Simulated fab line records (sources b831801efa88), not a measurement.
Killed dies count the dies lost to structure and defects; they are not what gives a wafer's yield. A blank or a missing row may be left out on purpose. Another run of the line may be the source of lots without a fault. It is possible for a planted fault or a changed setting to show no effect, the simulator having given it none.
One fault through the eyes of 2 desks -- flow sky130 -- what lay behind the numbers comes last; until then each desk has only its own

== THE TOOL OWNER'S DESK: rieDiel-02 ==
The tool's own readings at SKY_POLY_GATE_ETCH_16 (etches Si3N4 in CH3F/O2, stops on poly-Si, time 147.5 s, target depth 75 nm): means of the sampled wafers that have a number, for each lot that ran on this tool. The brackets show how far a lot's mean lies from the usual mean; more than 4 standard deviations puts the lot out of limits, marked OUT.
Columns: A = drypumpMotorCurrentA at SKY_POLY_GATE_ETCH_16, usual 5.7 A; B = oesProductAu at SKY_POLY_GATE_ETCH_16, usual 0.641 a.u.; C = throttleValvePct at SKY_POLY_GATE_ETCH_16, usual 10.535 %
lot,first seen here,A,B,C
L314,day 16 20:37,6.0,0.644,10.539
L318,day 18 09:27,6.0,0.641,10.530
L329,day 22 17:47,6.0,0.643,10.543
L333,day 24 07:41,5.9,0.637,10.532
L336,day 24 20:50,6.0,0.646,10.533
This desk found nothing out of limits on any of the 5 lots.

== THE METROLOGY DESK ==
What the gauges read for every lot (on any tool): the sampled wafers with a number, averaged. The brackets show how far a lot's mean lies from the usual mean; more than 4 standard deviations puts the lot out of limits, marked OUT.
Columns: A = cdNm at SKY_FIELD_ISO_CD_MEAS_13, usual 149.9 nm; B = LDD_HVP_OVL at SKY_LDD_HVP_OVL_MEAS_07, usual 0.4 nm
lot,first seen here,A,B
L314,day 2 11:08,148.5,-0.8
L317,day 3 01:50,150.3,-0.3
L318,day 3 07:47,149.9,0.7
L326,day 4 23:25,152.5,-0.9
L327,day 5 08:28,149.1,1.9
L329,day 5 16:19,150.7,0.5
L331,day 6 04:13,150.5,2.0
L333,day 6 13:41,148.9,-1.6
L334,day 6 18:24,149.8,1.8
L335,day 6 23:56,150.6,2.0
L336,day 7 04:19,148.7,0.4
This desk found nothing out of limits on any of the 11 lots.

== PUT TOGETHER ==
Nothing out of limits was seen by the tool owner's desk.
At the metrology desk, nothing out of limits was observed.

== WHAT THE SIMULATOR HAD INSERTED ==
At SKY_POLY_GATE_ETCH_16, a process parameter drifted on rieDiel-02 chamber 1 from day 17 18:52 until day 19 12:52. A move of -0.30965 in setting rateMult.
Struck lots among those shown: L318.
